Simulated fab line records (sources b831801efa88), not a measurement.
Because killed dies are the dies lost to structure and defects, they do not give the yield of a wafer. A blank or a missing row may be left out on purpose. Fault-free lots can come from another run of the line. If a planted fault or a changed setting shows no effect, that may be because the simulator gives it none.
Chamber matching ; flow sky130 ; SKY_LI_CONTACT_ETCH_15 on rie_diel-01 has 4 sister chambers
The step etches PSG in C4F8/O2/Ar, stops on Si, target depth 600 nm. 4 wafers are shown with their chamber, then 9 later ones without.

WAFERS PAIRED WITH THEIR CHAMBERS
wafer;chamber;rf_fwd_power_W (W)
L080.2;3;1492
L089.2;0;1484
L089.3;2;1499
L089.4;1;1489

WAFERS WITHOUT THEIR CHAMBER
wafer;rf_fwd_power_W (W)
L094.1;1491
L094.3;1496
L094.4;1491
L096.1;1498
L096.2;1499
L096.6;1498
L097.3;1492
L097.5;1495
L097.6;1500

WHICH CHAMBER EACH WENT THROUGH
wafer;from the rows above;in truth
L094.1;can't be placed: 3 or 1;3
L094.3;can't be placed: 2 or 3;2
L094.4;can't be placed: 3 or 1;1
L096.1;2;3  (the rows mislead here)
L096.2;2;2
L096.6;2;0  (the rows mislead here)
L097.3;can't be placed: 3 or 1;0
L097.5;can't be placed: 3 or 2 or 1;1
L097.6;2;2
Placed correctly: 2 of 9. Unplaceable from these rows: 5, with the true chamber sitting among the candidates in 4. Number placed wrongly: 2.
How it was worked out, from the rows above alone: a wafer's distance from a chamber is the root of the sum, over the readings, of the square of ((its reading less the chamber's mean) divided by the reading's scatter). If the next closest chamber is less than 2 further off than the closest, the wafer can't be placed; otherwise it belongs to the closest. Each chamber's mean is taken over the wafers shown for it. The scatter: with one shown wafer a chamber, the root of the mean of the squares of how far each hidden wafer lies from its nearest shown one.
